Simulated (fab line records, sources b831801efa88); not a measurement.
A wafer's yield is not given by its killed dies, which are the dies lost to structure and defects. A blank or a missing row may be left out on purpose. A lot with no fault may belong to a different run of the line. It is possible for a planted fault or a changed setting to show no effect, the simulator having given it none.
fab line records	flow sky130
[record] lots = 14	wafers = 42	lastDay = 50
route steps=708 shown LI_CONTACT@383
lots that met no fault: from a run of the same line without faults
startH: hours from the record's first day to the start of the lot's first wafer shown	waitH: hours elapsed since this lot's preceding step	" same as the row above	L1.1+2: a single row standing in for several wafers	- no value present, or no start provided	* or withheld: withheld	< > ~ a bound
route shown NAME@n: names a module that has steps shown in the file, with the first one's number in the route	usual: mean and standard deviation over wafers with no fault	same: alike in all rows	chamber/n: place in a boat	sites: per-site readings	_std_site: standard deviation of those values	_edge_site: the outer-site mean with the inner-site mean subtracted	radiusMm: for every site, how far away it sits from the centre of the wafer	mask NAME#n: copy n	behind: tool/chamber where the wafer was last shaped	hold: cause of the lot's hold/its duration in hours/its outcome	device: whichever transistor did not switch (one of n, p or np)	end of line: tests run on the same wafers once the route is complete	for a step that has no rows: nothing shown but its recipe	killed: count of dies lost to structure and defects at first sort (not the wafer's yield)	map: the dies of a wafer, with x for killed, . for not killed, _ for no die there
set.NAME: the setting that was run; set.NAME@STEP: the one run at that earlier step	model.NAME: the simulator's own value behind a step, which no gauge read
route steps across a sampled set of lots; one table per step, one row per wafer
services: the hour from which a tool's chamber was out of use, counted from the record's first day as startH (under 0 if before that day), plus the number of hours and why
[[steps]]
[step SKY_LI_CONTACT_CVD_21]
[recipe] material = W	targetThkNm = 400	timeS = 120.56	tempC = 400	pressureTorr = 40
[usual] heaterPowerW = 822/90	susceptorTempC = 399.99/0.23
lot.wafer	tool	chamber	startH	waitH	heaterPowerW	sinceWetCleanH	susceptorTempC
L315.1	cvdW-02	1	663.81	0.0	816	760	400.12
L315.2	"	0	"	"	790	760	399.58
L315.6	"	0	"	"	795	-	399.81
L317.1	cvdW-01	1	690.27	0.0	718	286	399.91
L317.5	"	1	"	"	698	-	399.65
L317.6	"	0	"	"	973	-	399.81
L319.1	cvdW-02	0	697.82	0.0	806	794	400.00
L319.5	"	0	"	"	800	-	399.77
L319.6	"	1	"	"	813	-	399.64
L320.2	cvdW-02	1	708.13	0.0	829	804	400.44
L320.4	"	1	"	"	822	-	400.19
L320.6	"	1	"	"	828	-	400.42
L321.1	cvdW-01	0	755.86	0.0	941	352	400.15
L321.2	"	1	"	"	684	352	399.89
L321.4	"	0	"	"	947	-	400.33
L322.4	cvdW-01	0	756.26	0.1	969	-	399.88
L322.5	"	0	"	"	944	-	399.99
L322.6	"	1	"	"	680	-	399.81
L323.1	cvdW-02	1	757.42	0.0	789	853	399.75
L323.2	"	0	"	"	800	853	399.98
L323.3	"	1	"	"	827	-	399.86
L325.1	cvdW-01	1	758.11	0.0	725	354	399.74
L325.2	"	0	"	"	938	354	400.04
L325.5	"	0	"	"	929	-	400.00
L324.1	cvdW-01	1	759.88	0.0	703	356	400.29
L324.2	"	0	"	"	974	356	400.03
L324.3	"	0	"	"	962	-	399.83
L331.2	cvdW-02	1	799.86	0.0	813	896	399.69
L331.3	"	0	"	"	810	-	404.32
L331.5	"	0	"	"	843	-	404.38
L333.2	cvdW-02	1	844.24	0.0	829	940	400.00
L333.3	"	0	"	"	817	-	404.54
L333.5	"	0	"	"	791	-	404.52
L335.1	cvdW-01	1	848.31	0.0	711	444	400.11
L335.2	"	0	"	"	932	444	400.10
L335.6	"	1	"	"	715	-	399.94
L336.3	cvdW-01	1	850.16	0.1	705	-	400.05
L336.4	"	0	"	"	973	-	399.84
L336.6	"	1	"	"	695	-	399.79
L337.2	cvdW-01	0	852.09	0.0	966	448	399.85
L337.4	"	1	"	"	704	-	399.97
L337.5	"	1	"	"	711	-	399.98
[step SKY_LI_CONTACT_RS_MEAS_22]
[recipe] thkMeasGauge = four-point-probe	reads = W_of_LI_CONTACT_CVD_21+TiN_of_LI_CONTACT_SPUTTER_20+Ti_of_LI_CONTACT_SPUTTER_19
[usual] LI_CONTACT_W_RS = 0.283/0.0043
lot.wafer	tool	chamber	startH	waitH	LI_CONTACT_W_RS[ohm/sq]
L315.1	filmMetro-03	-	663.94	0.1	0.288
L315.2	"	-	"	"	0.291
L315.6	"	-	"	"	0.292
L317.1	filmMetro-02	-	690.39	0.1	0.281
L317.5	"	-	"	"	0.283
L317.6	"	-	"	"	0.283
L319.1	filmMetro-01	-	697.94	0.1	0.293
L319.5	"	-	"	"	0.287
L319.6	"	-	"	"	0.284
L320.2	filmMetro-01	-	708.27	0.1	0.281
L320.4	"	-	"	"	0.286
L320.6	"	-	"	"	0.289
L321.1	filmMetro-02	-	755.99	0.1	0.285
L321.2	"	-	"	"	0.276
L321.4	"	-	"	"	0.281
L322.4	filmMetro-03	-	756.40	0.1	0.283
L322.5	"	-	"	"	0.279
L322.6	"	-	"	"	0.282
L323.1	filmMetro-02	-	757.54	0.1	0.287
L323.2	"	-	"	"	0.289
L323.3	"	-	"	"	0.282
L325.1	filmMetro-01	-	758.24	0.1	0.278
L325.2	"	-	"	"	0.280
L325.5	"	-	"	"	0.282
L324.1	filmMetro-03	-	760.00	0.1	0.279
L324.2	"	-	"	"	0.285
L324.3	"	-	"	"	0.280
L331.2	filmMetro-01	-	800.01	0.1	0.286
L331.3	"	-	"	"	0.264
L331.5	"	-	"	"	0.267
L333.2	filmMetro-03	-	844.38	0.1	0.288
L333.3	"	-	"	"	0.267
L333.5	"	-	"	"	0.268
L335.1	filmMetro-03	-	848.44	0.1	0.282
L335.2	"	-	"	"	0.282
L335.6	"	-	"	"	0.280
L336.3	filmMetro-01	-	850.28	0.1	0.277
L336.4	"	-	"	"	0.277
L336.6	"	-	"	"	0.278
L337.2	filmMetro-02	-	852.24	0.1	0.280
L337.4	"	-	"	"	0.279
L337.5	"	-	"	"	0.279
[step SKY_LI_CONTACT_THK_MEAS_23]
[recipe] thkMeasGauge = xrf	reads = W_of_LI_CONTACT_CVD_21
[usual] LI_CONTACT_W_THK = 402/6.4
lot.wafer	tool	chamber	startH	waitH	LI_CONTACT_W_THK[nm]
L315.1	filmMetro-03	-	664.06	0.1	398
L315.2	"	-	"	"	393
L315.6	"	-	"	"	389
L317.1	filmMetro-02	-	690.51	0.1	403
L317.5	"	-	"	"	400
L317.6	"	-	"	"	404
L319.1	filmMetro-01	-	698.06	0.1	390
L319.5	"	-	"	"	397
L319.6	"	-	"	"	401
L320.2	filmMetro-01	-	708.38	0.1	405
L320.4	"	-	"	"	398
L320.6	"	-	"	"	395
L321.1	filmMetro-02	-	756.11	0.1	393
L321.2	"	-	"	"	408
L321.4	"	-	"	"	398
L322.4	filmMetro-03	-	756.49	0.1	401
L322.5	"	-	"	"	404
L322.6	"	-	"	"	401
L323.1	filmMetro-02	-	757.66	0.1	389
L323.2	"	-	"	"	391
L323.3	"	-	"	"	399
L325.1	filmMetro-01	-	758.36	0.1	415
L325.2	"	-	"	"	405
L325.5	"	-	"	"	410
L324.1	filmMetro-03	-	760.12	0.1	403
L324.2	"	-	"	"	399
L324.3	"	-	"	"	404
L331.2	filmMetro-01	-	800.12	0.1	397
L331.3	"	-	"	"	430
L331.5	"	-	"	"	424
L333.2	filmMetro-03	-	844.49	0.1	396
L333.3	"	-	"	"	428
L333.5	"	-	"	"	429
L335.1	filmMetro-03	-	848.56	0.1	406
L335.2	"	-	"	"	404
L335.6	"	-	"	"	412
L336.3	filmMetro-01	-	850.38	0.1	413
L336.4	"	-	"	"	416
L336.6	"	-	"	"	412
L337.2	filmMetro-02	-	852.35	0.1	405
L337.4	"	-	"	"	405
L337.5	"	-	"	"	402
[[services]]
tool	chamber	startH	hours	kind
cvdW-02	-	677.33	2.8	pm
[[key]]
[firstSign] step = SKY_LI_CONTACT_CVD_21	reading = susceptorTempC	direction = up	sigmas = 19	usual = *	struck = *
[effect] step = SKY_LI_CONTACT_RS_MEAS_22	reading = LI_CONTACT_W_RS	direction = down	sigmas = 3.9	usual = 0.283	struck = 0.266
[effect] step = SKY_LI_CONTACT_THK_MEAS_23	reading = LI_CONTACT_W_THK	direction = up	sigmas = 4	usual = 402	struck = 428
metAt SKY_LI_CONTACT_CVD_21
struckLots L331,L333
struckWafers L331.3,L331.5,L333.3,L333.5
testerLeftOut L331,L333
onsetBetween 757.42 799.86
[fault] kind = processParameterDrift	tool = cvdW-02	chamber = 0	onsetH = 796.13	steps = SKY_LI_CONTACT_CVD_21	channel = tempC	offset = *	shape = step	endH = 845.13	actsIn = *	stated = *
// testerLeftOut: of these lots the tester's yield and bins aren't shown, on N5 and GAA mostly nor the transistor test; their killed dies are dies lost to structure and defects alone, not to doping, threshold or leakage, so they don't give the yield
